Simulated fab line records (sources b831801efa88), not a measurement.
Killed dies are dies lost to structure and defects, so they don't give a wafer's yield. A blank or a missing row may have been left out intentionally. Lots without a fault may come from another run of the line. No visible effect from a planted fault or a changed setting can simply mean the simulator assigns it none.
One fault seen from 2 desks | flow sky130 | numbers are kept per desk, each desk with only its own; the story behind them comes last

== DESK OF THE TOOL OWNER: plasma asher-01 ==
The tool's own readings at SKY_METAL4_STRIP_19 (strips in O2/N2): means of the sampled wafers that have a number, for each lot that ran on this tool. The brackets show how far a lot's mean lies from the usual mean; more than 4 standard deviations puts the lot out of limits, marked OUT.
Columns: A = chamber pressure mTorr at SKY_METAL4_STRIP_19, usual 1500.0 mTorr; B = drypump motor current A at SKY_METAL4_STRIP_19, usual 5.8 A; C = n2 flow sccm at SKY_METAL4_STRIP_19, usual 299.9 sccm; D = oes product au at SKY_METAL4_STRIP_19, usual 0.502 a.u.; E = strip time to endpoint s at SKY_METAL4_STRIP_19, usual 6.55 s
lot  | first seen here | A      | B   | C     | D     | E
L524 | day 44 13:39    | 1500.5 | 5.8 | 300.9 | 0.501 | 6.54
L533 | day 47 00:04    | 1499.5 | 6.1 | 300.9 | 0.502 | 6.59
L534 | day 47 20:13    | 1499.0 | 5.5 | 299.8 | 0.505 | 6.56
Finding of this desk: none of the 3 lots has anything out of limits.

== THE METROLOGY DESK ==
What the gauges read, lot by lot, whatever tool the lot ran on: means of the sampled wafers that have a number. The brackets show how far a lot's mean lies from the usual mean; more than 4 standard deviations puts the lot out of limits, marked OUT.
Columns: A = VIA3_OVL at SKY_VIA3_OVL_MEAS_13, usual -1 nm
lot  | first seen here | A
L516 | day 40 11:10    | 2
L518 | day 40 22:11    | -2
L521 | day 41 21:35    | -2
L524 | day 42 14:34    | 5
L525 | day 43 02:17    | 8
L526 | day 43 04:41    | -5
L527 | day 43 21:07    | -12
L528 | day 44 00:13    | 2
L530 | day 44 20:23    | 1
L532 | day 44 22:38    | 4
L533 | day 45 03:07    | -12
L534 | day 46 01:20    | -1
L536 | day 46 02:56    | 5
L535 | day 46 06:56    | 0
Finding of this desk: none of the 14 lots has anything out of limits.

== PUT TOGETHER ==
The desk of the tool owner found nothing out of limits.
Nothing out of limits was seen by the metrology desk.

== WHAT THE SIMULATOR PUT IN ==
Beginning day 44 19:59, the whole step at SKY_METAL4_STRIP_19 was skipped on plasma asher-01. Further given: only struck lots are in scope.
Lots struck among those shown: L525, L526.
